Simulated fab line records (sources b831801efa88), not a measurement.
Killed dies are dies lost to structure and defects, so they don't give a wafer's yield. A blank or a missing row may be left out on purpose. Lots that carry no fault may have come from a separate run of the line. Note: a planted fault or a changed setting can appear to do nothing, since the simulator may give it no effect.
Code-filled problem report in 8D (eight disciplines) form    flow sky130    the parts of the form that need people (team, actions taken, sign-off) are left out

## 1. PROBLEM STATEMENT
Wafers with no fault read 200.4 nm with a standard deviation of 1.2, whereas cdNm at SKY_VIA2_CD_MEAS_12 reads a mean of 189.2 nm on 1 wafer of 1 lot. Relative to the usual mean, that is a shift of -9.3 standard deviations.
The step: target cd 200 nm.
The first sign was on wafer L706.6 at day 39 15:13, on cdSem-02. Wafers with a number at this step in the record: 35, from 12 lots. The rule behind "out" and "out of limits": a value lying over 4 standard deviations away from the usual mean. The rest of the wafers with a number are treated as sound.

## 2. WHAT IT IS, AND WHAT IT ISN'T
question                     is                 is not
which readings at this step  cdNm               -
which lots                   L706               L696, L698, L699, L700, L701, L702, L704, L711, L714, L718, L719
which wafers of those lots   L706.6             L706.1
read on which gauges         cdSem-02           cdSem-01
when                         from day 39 15:13  up to then (22 sound wafers); but 12 sound wafers of L711, L714, L718, L719 came after

## 3. THE SUSPECTS, EACH WITH WHAT RULES IT OUT
Counting: if a tool at a process step up to the reading ran every lot that is out, it stays a suspect. Sound lots after the first of them don't rule it out here, since some wafers of a struck lot are sound.
- the gauge at SKY_VIA2_CD_MEAS_12: kept. All the wafers that are out were read on cdSem-02, and no step on other tools shows them out.
- cmp-02 at SKY_VIA1_CMP_02 (polishes SiO2): kept. It processed L706, the lot that is out, at day 36 07:29, and its most recent sound lot before then was L701 at day 34 22:47.
- pvdSputter-04 at SKY_METAL2_SPUTTER_04 (material TiN, target thk 70 nm, time 58.3 s): kept. It processed L706, the lot that is out, at day 37 11:41, and its most recent sound lot before then was L700 at day 35 22:23.
- krfScanner-01 at SKY_VIA2_EXPOSE_09 (exposes mask VIM2, target cd 200 nm): kept. It processed L706, the lot that is out, at day 39 02:45, and its most recent sound lot before then was L702 at day 38 08:20.
- At SKY_VIA1_CMP_02 on cmp-02, chamber 3 took the sound wafers of the same lots and chamber 2 took the wafers that are out.
Left after counting: cmp-02 at SKY_VIA1_CMP_02, pvdSputter-04 at SKY_METAL2_SPUTTER_04, krfScanner-01 at SKY_VIA2_EXPOSE_09, cdSem-02 at SKY_VIA2_CD_MEAS_12.

## 4. THE CAUSE (what the simulator had put in)
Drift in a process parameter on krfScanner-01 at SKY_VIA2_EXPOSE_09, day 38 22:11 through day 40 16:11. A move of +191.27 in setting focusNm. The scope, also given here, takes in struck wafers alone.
After counting, 4 suspects remain, this tool included.

## 5. THE EFFECT CHAIN, in route order
Each row: a reading where the mean over the struck wafers with a number is more than 3 standard deviations away from the usual. Only readings whose record carries a usual standard deviation are examined. hours: median over the lots of the time between each lot's start at the first step of this table that gives one and its start at this step. sigmas: the change, counted in usual standard deviations.
hours  step                 reading  usual     on struck wafers  change  sigmas
0      SKY_VIA2_CD_MEAS_12  cdNm     200.4 nm  189.2             -11.2   -9.3

## 6. WHAT WOULD HAVE CAUGHT IT SOONER
The first out-of-limits reading at a measuring or inspecting step in this record came at day 39 15:13, 17 hours after the fault's start at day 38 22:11.
By day 39 15:13 the whole set of lots that are out, 1 in number, had already begun SKY_VIA2_EXPOSE_09 on krfScanner-01. Holding the tool at that point would not have protected any of them.
